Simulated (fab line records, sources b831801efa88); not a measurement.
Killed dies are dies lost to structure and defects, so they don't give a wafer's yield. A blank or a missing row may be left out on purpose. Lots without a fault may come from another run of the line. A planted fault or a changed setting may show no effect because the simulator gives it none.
Which tool did it? | flow sky130 | 6 lots, 18 wafers sampled, at 2 steps of a route of 708

WHAT THE GAUGES READ, wafer by wafer
SKY_VT_ADJUST_HVTP_TW_MEAS_11.
lot  | measured     | on            | VT_ADJUST_HVTP_TW
L958 | day 6 14:44  | film_metro-04 | 1333 1334 1345
L960 | day 6 23:08  | film_metro-04 | 1340 1339 1340
L963 | day 7 17:36  | film_metro-01 | 1336 1337 1336
L967 | day 9 01:50  | film_metro-03 | 1359 1357 1350
L972 | day 10 02:14 | film_metro-01 | 1345 1346 1350
L975 | day 10 20:08 | film_metro-04 | 1175 1183 1174 1184 1178 1171

WHICH TOOL RAN EACH LOT (tool, then ch and the chambers of the sampled wafers, then the start)
lot  | SKY_VT_ADJUST_HVTP_IMPLANT_09
L958 | implanter-02 ch 0, day 6 14:29
L960 | implanter-02 ch 0, day 6 22:55
L963 | implanter-03 ch 0, day 7 17:22
L967 | implanter-04 ch 0, day 9 01:35
L972 | implanter-04 ch 0, day 10 01:59
L975 | implanter-03 ch 0, day 10 19:53
- SKY_VT_ADJUST_HVTP_IMPLANT_09

THE ANSWER, worked out from the rows above alone
Rule: what is usual is taken from the lots themselves. Put in order of their means at a reading, lots are off if they are a third of the lots or fewer, leave a main group of 4 or more, and stand apart from it by a gap of 3 or more times the standard deviation of the main group's means; of several such gaps the widest counts. A main group whose means are all the same, to the digits that the tables above print for the reading, isn't used. A lot without any number at a reading at which 4 lots or more have one is off too. The other lots that the step has rows for count as sound.
Off: L975, at SKY_VT_ADJUST_HVTP_TW_MEAS_11 (VT_ADJUST_HVTP_TW). The main group: mean 1343, standard deviation 7.2.
A tool fits if, at a process step before that reading, it ran every lot that is off, and no sound lot after the first of them. The gauges at SKY_VT_ADJUST_HVTP_TW_MEAS_11 are tried like those tools. Can't be told from this: 2 tools fit, implanter-03 at SKY_VT_ADJUST_HVTP_IMPLANT_09, film_metro-04 at SKY_VT_ADJUST_HVTP_TW_MEAS_11.

WHAT THE SIMULATOR HAD PUT IN
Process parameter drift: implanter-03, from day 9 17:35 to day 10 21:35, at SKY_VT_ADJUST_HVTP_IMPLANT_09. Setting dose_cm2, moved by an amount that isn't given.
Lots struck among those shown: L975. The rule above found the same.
